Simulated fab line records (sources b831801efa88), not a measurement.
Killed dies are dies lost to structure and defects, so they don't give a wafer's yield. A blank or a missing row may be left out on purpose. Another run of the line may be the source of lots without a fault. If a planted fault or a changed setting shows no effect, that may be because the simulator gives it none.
fab line records ; flow gf180mcu
record lots=14; wafers=42; lastDay=34
route steps=602 shown V3@432 M4@457
lots that met no fault: taken from a fault-free run of the same line
startH: the number of hours between the record's first day and the start of the first shown wafer of the lot ; waitH: time in hours since the lot's previous step ; " same as the row above ; L1.1+2: a single row standing in for several wafers ; - either no value or no given start ; * or withheld: withheld ; < > ~ a bound
route shown NAME@n: names a module that has steps shown in the file, with the first one's number in the route ; usual: mean and standard deviation over wafers with no fault ; same: alike in all rows ; chamber/n: place in a boat ; sites: the reading at each site ; _std_site: how widely they spread, as a standard deviation ; _edge_site: mean of outer sites minus mean of inner sites ; radiusMm: for every site, how far away it sits from the centre of the wafer ; mask NAME#n: copy n ; behind: the most recent tool/chamber to have shaped the wafer ; hold: what put the lot on hold/how long, in hours/how the hold closed ; device: which transistor (n, p or np) failed to switch ; end of line: tests run on the same wafers once the route is complete ; a step given without rows: its recipe and nothing more ; killed: the dies lost at the first sort to structure and to defects; this is not the yield of the wafer ; map: a wafer's dies, x killed, . not, _ none there
set.NAME: setting as actually run; set.NAME@STEP: the setting as run at that earlier step ; model.NAME: the simulator's own value behind a step, which no gauge read
steps of the route over a sample of lots; a table a step, a row a wafer
services: the hour from which a tool's chamber was out of use, counted from the record's first day as startH (under 0 if before that day), plus the number of hours and why
## steps
# step GF_V3_THK_MEAS_03
# recipe reads=SiO2_of_V3_CVD_02
# usual V3_CVD_02_THK=848/11
lot.wafer;tool;chamber;startH;waitH;V3_CVD_02_THK[nm]
L666.3;filmMetro-02;-;494.38;0.1;859
L666.4;filmMetro-02;-;494.38;0.1;857
L666.6;filmMetro-02;-;494.38;0.1;854
L667.1;filmMetro-04;-;504.41;0.0;836
L667.2;filmMetro-04;-;504.41;0.0;844
L667.3;filmMetro-04;-;504.41;0.0;848
L669.2;filmMetro-02;-;518.50;0.0;838
L669.3;filmMetro-02;-;518.50;0.0;854
L669.5;filmMetro-02;-;518.50;0.0;856
L670.1;filmMetro-01;-;522.01;0.0;832
L670.3;filmMetro-01;-;522.01;0.0;835
L670.4;filmMetro-01;-;522.01;0.0;853
L672.2;filmMetro-04;-;536.40;0.0;850
L672.4;filmMetro-04;-;536.40;0.0;871
L672.5;filmMetro-04;-;536.40;0.0;852
L674.1;filmMetro-02;-;564.15;0.0;839
L674.4;filmMetro-02;-;564.15;0.0;851
L674.5;filmMetro-02;-;564.15;0.0;852
L675.1;filmMetro-01;-;569.15;0.0;838
L675.2;filmMetro-01;-;569.15;0.0;835
L675.4;filmMetro-01;-;569.15;0.0;844
L677.2;filmMetro-01;-;583.59;0.0;827
L677.4;filmMetro-01;-;583.59;0.0;862
L677.5;filmMetro-01;-;583.59;0.0;851
L683.1;filmMetro-01;-;633.43;0.0;847
L683.3;filmMetro-01;-;633.43;0.0;823
L683.6;filmMetro-01;-;633.43;0.0;846
L684.1;filmMetro-02;-;638.00;0.0;837
L684.4;filmMetro-02;-;638.00;0.0;857
L684.5;filmMetro-02;-;638.00;0.0;861
L686.1;filmMetro-04;-;648.01;0.0;818
L686.5;filmMetro-04;-;648.01;0.0;850
L686.6;filmMetro-04;-;648.01;0.0;843
L687.2;filmMetro-01;-;655.80;0.0;831
L687.4;filmMetro-01;-;655.80;0.0;842
L687.5;filmMetro-01;-;655.80;0.0;836
L688.2;filmMetro-02;-;664.79;0.1;841
L688.4;filmMetro-02;-;664.79;0.1;857
L688.5;filmMetro-02;-;664.79;0.1;843
L689.3;filmMetro-02;-;666.50;0.1;854
L689.4;filmMetro-02;-;666.50;0.1;868
L689.5;filmMetro-02;-;666.50;0.1;866
# step GF_V3_THK_MEAS_25
# recipe thkMeasGauge=xrf; reads=W_of_V3_CVD_23
# usual V3_W_THK=350/5
lot.wafer;tool;chamber;startH;waitH;V3_W_THK[nm]
L666.3;filmMetro-02;-;519.65;0.1;348
L666.4;filmMetro-02;-;519.65;0.1;355
L666.6;filmMetro-02;-;519.65;0.1;348
L667.1;filmMetro-01;-;528.85;0.1;351
L667.2;filmMetro-01;-;528.85;0.1;355
L667.3;filmMetro-01;-;528.85;0.1;356
L669.2;filmMetro-02;-;542.76;0.1;348
L669.3;filmMetro-02;-;542.76;0.1;344
L669.5;filmMetro-02;-;542.76;0.1;337
L670.1;filmMetro-04;-;546.53;0.1;345
L670.3;filmMetro-04;-;546.53;0.1;346
L670.4;filmMetro-04;-;546.53;0.1;348
L672.2;filmMetro-04;-;559.32;0.1;352
L672.4;filmMetro-04;-;559.32;0.1;357
L672.5;filmMetro-04;-;559.32;0.1;352
L674.1;filmMetro-04;-;587.23;0.1;346
L674.4;filmMetro-04;-;587.23;0.1;354
L674.5;filmMetro-04;-;587.23;0.1;355
L675.1;filmMetro-04;-;592.53;0.1;347
L675.2;filmMetro-04;-;592.53;0.1;352
L675.4;filmMetro-04;-;592.53;0.1;350
L677.2;filmMetro-04;-;606.11;0.1;355
L677.4;filmMetro-04;-;606.11;0.1;362
L677.5;filmMetro-04;-;606.11;0.1;352
L683.1;filmMetro-01;-;655.48;0.1;349
L683.3;filmMetro-01;-;655.48;0.1;347
L683.6;filmMetro-01;-;655.48;0.1;350
L684.1;filmMetro-04;-;660.22;0.1;356
L684.4;filmMetro-04;-;660.22;0.1;353
L684.5;filmMetro-04;-;660.22;0.1;355
L686.1;filmMetro-01;-;669.92;0.1;351
L686.5;filmMetro-01;-;669.92;0.1;344
L686.6;filmMetro-01;-;669.92;0.1;347
L687.2;filmMetro-04;-;675.91;0.1;357
L687.4;filmMetro-04;-;675.91;0.1;352
L687.5;filmMetro-04;-;675.91;0.1;354
L688.2;filmMetro-04;-;685.41;0.1;351
L688.4;filmMetro-04;-;685.41;0.1;354
L688.5;filmMetro-04;-;685.41;0.1;360
L689.3;filmMetro-02;-;687.22;0.1;349
L689.4;filmMetro-02;-;687.22;0.1;346
L689.5;filmMetro-02;-;687.22;0.1;350
# step GF_M4_SPUTTER_01
# recipe material=TiN; targetThkNm=30; powerW=6500; timeS=25; chamberPressurePa=0.4
# usual cathodeDcPowerW=6499.9/1.1; chamberPressurePa=0.4001/0.00078; throttleValvePct=30.4/0.96
lot.wafer;tool;chamber;startH;waitH;cathodeDcPowerW;chamberPressurePa;throttleValvePct
L666.3;pvdSputter-02;-;520.09;0.1;6500.0;0.4001;30.2
L666.4;pvdSputter-02;-;520.09;0.1;6500.4;0.4002;31.1
L666.6;pvdSputter-02;-;520.09;0.1;6498.6;0.4007;30.7
L667.1;pvdSputter-04;-;529.31;0.1;6498.5;0.4002;29.0
L667.2;pvdSputter-04;-;529.31;0.1;6499.1;0.3992;30.3
L667.3;pvdSputter-04;-;529.31;0.1;6500.0;0.3991;29.5
L669.2;pvdSputter-03;-;543.21;0.1;6500.5;0.4007;31.6
L669.3;pvdSputter-03;-;543.21;0.1;6502.5;0.3991;29.4
L669.5;pvdSputter-03;-;543.21;0.1;6499.4;0.3996;31.6
L670.1;pvdSputter-02;-;546.99;0.1;6498.3;0.3988;30.7
L670.3;pvdSputter-02;-;546.99;0.1;6500.6;0.3994;31.2
L670.4;pvdSputter-02;-;546.99;0.1;6498.4;0.4005;30.0
L672.2;pvdSputter-03;-;559.77;0.1;6500.3;0.4008;31.4
L672.4;pvdSputter-03;-;559.77;0.1;6499.9;0.3999;29.3
L672.5;pvdSputter-03;-;559.77;0.1;6499.3;0.4013;31.5
L674.1;pvdSputter-03;-;587.69;0.1;6499.7;0.4001;29.6
L674.4;pvdSputter-03;-;587.69;0.1;6498.6;0.4004;31.4
L674.5;pvdSputter-03;-;587.69;0.1;6501.4;0.4001;31.3
L675.1;pvdSputter-03;-;592.99;0.1;6500.0;0.3998;29.3
L675.2;pvdSputter-03;-;592.99;0.1;6498.6;0.4009;29.4
L675.4;pvdSputter-03;-;592.99;0.1;6499.8;0.3987;31.6
L677.2;pvdSputter-04;-;606.56;0.1;6499.3;0.3999;28.7
L677.4;pvdSputter-04;-;606.56;0.1;6499.6;0.4003;30.3
L677.5;pvdSputter-04;-;606.56;0.1;6500.1;0.3996;30.3
L683.1;pvdSputter-03;-;655.94;0.1;-;-;-
L683.3;pvdSputter-03;-;655.94;0.1;-;-;-
L683.6;pvdSputter-03;-;655.94;0.1;-;-;-
L684.1;pvdSputter-03;-;660.68;0.1;-;-;-
L684.4;pvdSputter-03;-;660.68;0.1;-;-;-
L684.5;pvdSputter-03;-;660.68;0.1;-;-;-
L686.1;pvdSputter-02;-;670.38;0.1;6499.5;0.3995;30.3
L686.5;pvdSputter-02;-;670.38;0.1;6500.5;0.3997;30.8
L686.6;pvdSputter-02;-;670.38;0.1;6501.1;0.3992;30.6
L687.2;pvdSputter-02;-;676.37;0.1;6500.8;0.4002;30.1
L687.4;pvdSputter-02;-;676.37;0.1;6501.4;0.4016;30.5
L687.5;pvdSputter-02;-;676.37;0.1;6498.7;0.3994;30.2
L688.2;pvdSputter-03;-;685.86;0.1;6499.9;0.3977;29.1
L688.4;pvdSputter-03;-;685.86;0.1;6499.6;0.3989;31.4
L688.5;pvdSputter-03;-;685.86;0.1;6500.9;0.3986;29.1
L689.3;pvdSputter-04;-;687.66;0.1;6500.0;0.4007;29.7
L689.4;pvdSputter-04;-;687.66;0.1;6500.2;0.4010;32.1
L689.5;pvdSputter-04;-;687.66;0.1;6499.0;0.3993;30.0
# step GF_M4_METAL_ETCH_16
# recipe chemistry=Cl2/BCl3; maskMaterial=KrF; targetDepthNm=627.5; stopOn=SiO2; pressureMtorr=8; icpW=800; biasW=140; Cl2_flow_sccm=80; bcl3FlowSccm=40; timeS=104.6
# usual biasW=140.1/0.39; drypumpMotorCurrentA=5.6/0.37; oesProductAu=0.974/0.0061; throttleValvePct=28.247/0.0095
lot.wafer;tool;chamber;startH;waitH;biasW;drypumpMotorCurrentA;oesProductAu;rfHoursCounterH;throttleValvePct
L666.3;rieMetal-04;1;543.21;0.1;139.9;6.3;0.968;-;28.244
L666.4;rieMetal-04;0;543.21;0.1;139.9;6.1;0.973;-;28.252
L666.6;rieMetal-04;0;543.21;0.1;139.9;6.1;0.975;-;28.245
L667.1;rieMetal-01;0;552.33;0.0;140.2;5.1;0.969;7.6;28.262
L667.2;rieMetal-01;1;552.33;0.0;140.0;5.6;0.973;8.6;28.248
L667.3;rieMetal-01;0;552.33;0.0;140.0;5.1;0.977;-;28.237
L669.2;rieMetal-01;1;565.30;0.0;140.2;5.6;0.975;8.9;28.239
L669.3;rieMetal-01;1;565.30;0.0;140.4;5.6;0.975;-;28.234
L669.5;rieMetal-01;1;565.30;0.0;140.4;5.6;0.976;-;28.243
L670.1;rieMetal-01;1;569.57;0.0;139.6;5.6;0.962;9.0;28.256
L670.3;rieMetal-01;1;569.57;0.0;140.2;5.6;0.965;-;28.261
L670.4;rieMetal-01;0;569.57;0.0;139.2;5.1;0.964;-;28.248
L672.2;rieMetal-01;1;582.15;0.0;140.5;5.6;0.976;9.3;28.243
L672.4;rieMetal-01;1;582.15;0.0;140.4;5.6;0.971;-;28.255
L672.5;rieMetal-01;0;582.15;0.0;141.0;5.1;0.981;-;28.247
L674.1;rieMetal-04;1;608.75;0.0;140.1;6.2;0.962;9.7;28.248
L674.4;rieMetal-04;0;608.75;0.0;140.4;6.1;0.972;-;28.242
L674.5;rieMetal-04;1;608.75;0.0;140.7;6.2;0.974;-;28.255
L675.1;rieMetal-04;1;613.74;0.0;140.1;6.3;0.964;9.9;28.250
L675.2;rieMetal-04;0;613.74;0.0;139.5;6.1;0.970;7.1;28.254
L675.4;rieMetal-04;1;613.74;0.0;140.3;6.2;0.969;-;28.265
L677.2;rieMetal-01;1;627.55;0.1;140.3;5.6;0.980;-;28.258
L677.4;rieMetal-01;1;627.55;0.1;139.9;5.7;0.974;-;28.241
L677.5;rieMetal-01;1;627.55;0.1;140.8;5.6;0.985;-;28.218
L683.1;rieMetal-01;1;674.99;0.0;139.8;5.6;0.943;12.9;28.254
L683.3;rieMetal-01;1;674.99;0.0;139.7;5.6;0.939;-;28.276
L683.6;rieMetal-01;1;674.99;0.0;140.5;5.6;0.947;-;28.287
L684.1;rieMetal-02;0;679.45;0.0;140.8;5.4;0.941;10.6;28.271
L684.4;rieMetal-02;0;679.45;0.0;140.0;5.4;0.949;-;28.273
L684.5;rieMetal-02;0;679.45;0.0;140.4;5.4;0.941;-;28.292
L686.1;rieMetal-01;0;689.25;0.0;139.6;5.1;0.978;10.9;28.261
L686.5;rieMetal-01;0;689.25;0.0;139.6;5.1;0.965;-;28.246
L686.6;rieMetal-01;1;689.25;0.0;140.3;5.6;0.971;-;28.266
L687.2;rieMetal-01;1;695.12;0.0;139.6;5.6;0.980;13.8;28.236
L687.4;rieMetal-01;0;695.12;0.0;139.7;5.1;0.973;-;28.247
L687.5;rieMetal-01;0;695.12;0.0;140.7;5.1;0.985;-;28.244
L688.2;rieMetal-01;1;705.30;0.0;140.6;5.6;0.974;14.2;28.248
L688.4;rieMetal-01;0;705.30;0.0;139.9;5.1;0.981;-;28.251
L688.5;rieMetal-01;1;705.30;0.0;140.5;5.6;0.974;-;28.248
L689.3;rieMetal-01;1;706.39;0.1;140.0;5.6;0.981;-;28.241
L689.4;rieMetal-01;0;706.39;0.1;139.6;5.1;0.990;-;28.237
L689.5;rieMetal-01;0;706.39;0.1;139.4;5.1;0.974;-;28.253
## services
tool;chamber;startH;hours;kind
pvdSputter-02;-;520.96;1.5;repair
rieMetal-04;-;545.86;2.8;pm
rieMetal-01;1;554.52;1.7;repair
pvdSputter-04;-;554.55;1.0;repair
pvdSputter-02;-;569.67;5.2;repair
rieMetal-02;-;590.44;0.8;repair
pvdSputter-04;-;591.34;6.8;repair
pvdSputter-02;-;591.91;5.1;repair
rieMetal-04;1;599.46;2.0;repair
pvdSputter-02;3;611.24;-;consumableReplace:kit
pvdSputter-02;3;611.24;18.0;scheduledDown
pvdSputter-02;3;611.24;18.0;ventCycle
pvdSputter-02;-;613.32;10.3;repair
rieMetal-01;0;627.43;14.6;repair
rieMetal-02;-;631.76;0.8;repair
pvdSputter-04;3;642.09;-;consumableReplace:kit
rieMetal-01;-;648.82;14.6;pm
rieMetal-01;0;669.78;2.1;repair
pvdSputter-04;-;674.35;1.9;repair
rieMetal-04;0;679.91;1.9;repair
pvdSputter-02;2;692.58;-;consumableReplace:kit
pvdSputter-02;2;692.58;18.0;scheduledDown
pvdSputter-02;2;692.58;18.0;ventCycle
rieMetal-04;-;703.88;4.2;repair
## key
firstSign step=GF_M4_SPUTTER_01; reading=toolRecord; direction=missing
effect step=GF_M4_METAL_ETCH_16; reading=oesProductAu; direction=down; sigmas=5.1; usual=0.974; struck=0.943
metAt GF_M4_SPUTTER_01
struckLots L683,L684
laterRowsLeftOut L683.1,L683.3,L683.6,L684.1,L684.4,L684.5
sortLeftOut L683.1,L683.3,L683.6,L684.1,L684.4,L684.5
notActingAt GF_V3_THK_MEAS_03,GF_V3_THK_MEAS_25
onsetBetween 592.99 655.94
fault kind=skippedStepWhole; tool=pvdSputter-03; chamber=-; onsetH=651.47; steps=GF_M4_SPUTTER_01; scope=struckLotsOnly
# sortLeftOut: the simulated sort isn't trusted on such a fault, so these wafers' sort isn't shown, and their yield isn't known
# laterRowsLeftOut: the simulator's readings of these wafers behind a module that went badly wrong aren't trusted and aren't shown, but for the sort
